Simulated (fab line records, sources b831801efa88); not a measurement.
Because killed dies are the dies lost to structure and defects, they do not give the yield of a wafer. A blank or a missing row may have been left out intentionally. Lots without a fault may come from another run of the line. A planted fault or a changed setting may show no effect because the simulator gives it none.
Which tool is to blame? -- flow sky130 -- 13 lots with 39 wafers sampled at 4 steps, on a route of 708 steps

## WHAT THE GAUGES SHOWED, per wafer
SKY_PASSIVATION_THK_MEAS_03. Usual: PASSIVATION_CVD_02_THK 537 nm, standard deviation 6.7.
lot,measured,on,PASSIVATION_CVD_02_THK (nm),flag
L852,day 43 22:25,film-metro-01,546 523 539,
L853,day 43 22:40,film-metro-04,534 530 543,
L854,day 44 11:31,film-metro-02,532 543 536,
L856,day 44 20:09,film-metro-04,529 536 536,
L858,day 45 12:22,film-metro-04,533 546 546,
L857,day 45 15:21,film-metro-01,539 546 545,
L859,day 46 07:45,film-metro-02,529 550 535,
L861,day 46 10:20,film-metro-02,520 534 534,
L863,day 47 00:50,film-metro-02,529 533 541,
L866,day 47 13:08,film-metro-02,545 533 549,
L868,day 48 00:20,film-metro-04,539 534 541,
L869,day 48 06:04,film-metro-04,530 533 544,
L873,day 48 22:29,film-metro-04,542 546 540,

## TOOL THAT RAN EACH LOT (tool first, then ch and the chambers of the sampled wafers, then the start)
lot,SKY_METAL2_SPUTTER_03,SKY_METAL4_SPUTTER_00,SKY_METAL4_SPUTTER_03
L852,"pvd-sputter-03, day 34 02:49","pvd-sputter-01, day 39 19:38","pvd-sputter-01, day 39 19:43"
L853,"pvd-sputter-02, day 34 04:14","pvd-sputter-01, day 39 20:14","pvd-sputter-01, day 39 20:19"
L854,"pvd-sputter-03, day 34 20:04","pvd-sputter-01, day 40 09:43","pvd-sputter-01, day 40 09:49"
L856,"pvd-sputter-04, day 35 04:01","pvd-sputter-01, day 40 20:01","pvd-sputter-01, day 40 20:06"
L858,"pvd-sputter-04, day 35 22:51","pvd-sputter-03, day 41 12:25","pvd-sputter-03, day 41 12:29"
L857,"pvd-sputter-03, day 36 02:33","pvd-sputter-03, day 41 15:28","pvd-sputter-03, day 41 15:32"
L859,"pvd-sputter-03, day 37 00:59","pvd-sputter-03, day 42 11:11","pvd-sputter-03, day 42 11:16"
L861,"pvd-sputter-03, day 37 02:40","pvd-sputter-04, day 42 13:13","pvd-sputter-04, day 42 13:17"
L863,"pvd-sputter-03, day 37 21:59","pvd-sputter-04, day 43 06:43","pvd-sputter-04, day 43 06:48"
L866,"pvd-sputter-02, day 38 12:28","pvd-sputter-04, day 43 18:40","pvd-sputter-04, day 43 18:44"
L868,"pvd-sputter-03, day 39 02:49","pvd-sputter-03, day 44 09:29","pvd-sputter-03, day 44 09:34"
L869,"pvd-sputter-03, day 39 10:04","pvd-sputter-03, day 44 15:16","pvd-sputter-03, day 44 15:22"
L873,"pvd-sputter-02, day 40 08:20","pvd-sputter-03, day 45 10:29","pvd-sputter-03, day 45 10:35"
- SKY_METAL2_SPUTTER_03: material Ti, target thk 5 nm, time 3.3 s.
- SKY_METAL4_SPUTTER_00: material Ti, target thk 15 nm, time 10 s.
- SKY_METAL4_SPUTTER_03: material Ti, target thk 5 nm, time 3.3 s.

## AS READ BY THE TOOLS THEMSELVES (means over the sampled wafers that have a number; for cases with no such wafer, the mark the record gives instead)
SKY_METAL2_SPUTTER_03. Usual: throttle-valve-pct 30.5 %, standard deviation 0.6.
lot,tool,throttle-valve-pct (%),flag
L852,pvd-sputter-03,31.0,
L853,pvd-sputter-02,29.9,
L854,pvd-sputter-03,31.0,
L856,pvd-sputter-04,29.9,
L858,pvd-sputter-04,30.0,
L857,pvd-sputter-03,31.2,
L859,pvd-sputter-03,30.6,
L861,pvd-sputter-03,31.4,
L863,pvd-sputter-03,31.0,
L866,pvd-sputter-02,29.8,
L868,pvd-sputter-03,31.0,
L869,pvd-sputter-03,30.7,
L873,pvd-sputter-02,30.2,

SKY_METAL4_SPUTTER_00. Usual: throttle-valve-pct 30.0 %, standard deviation 0.76.
lot,tool,throttle-valve-pct (%),flag
L852,pvd-sputter-01,29.3,
L853,pvd-sputter-01,29.4,
L854,pvd-sputter-01,30.2,
L856,pvd-sputter-01,30.1,
L858,pvd-sputter-03,30.9,
L857,pvd-sputter-03,31.2,
L859,pvd-sputter-03,31.3,
L861,pvd-sputter-04,30.2,
L863,pvd-sputter-04,30.0,
L866,pvd-sputter-04,30.0,
L868,pvd-sputter-03,30.7,
L869,pvd-sputter-03,30.6,
L873,pvd-sputter-03,30.9,

SKY_METAL4_SPUTTER_03. Usual: throttle-valve-pct 30.0 %, standard deviation 0.79.
lot,tool,throttle-valve-pct (%),flag
L852,pvd-sputter-01,29.3,
L853,pvd-sputter-01,29.3,
L854,pvd-sputter-01,30.2,
L856,pvd-sputter-01,30.1,
L858,pvd-sputter-03,31.0,
L857,pvd-sputter-03,31.5,
L859,pvd-sputter-03,31.2,
L861,pvd-sputter-04,30.0,
L863,pvd-sputter-04,29.8,
L866,pvd-sputter-04,29.9,
L868,pvd-sputter-03,30.8,
L869,pvd-sputter-03,30.9,
L873,pvd-sputter-03,31.0,

## THE ANSWER, worked out from the rows above alone
Rule: a lot is off if the mean of its wafers that have a number lies more than 3 standard deviations from the usual mean. A lot without any number at a reading at which 4 lots or more have one is off too. Where the step has rows for the other lots, those lots are counted as sound. After the gauges, taken in route order, come the tools' own readings; for these a lot's mean is taken, as printed above. The first step at which some lot is off is used, and at that step the reading that is off furthest; a lot without a number counts as furthest.
None of the lots is off at any reading shown; this tells nothing.

## WHAT THE SIMULATOR PUT IN
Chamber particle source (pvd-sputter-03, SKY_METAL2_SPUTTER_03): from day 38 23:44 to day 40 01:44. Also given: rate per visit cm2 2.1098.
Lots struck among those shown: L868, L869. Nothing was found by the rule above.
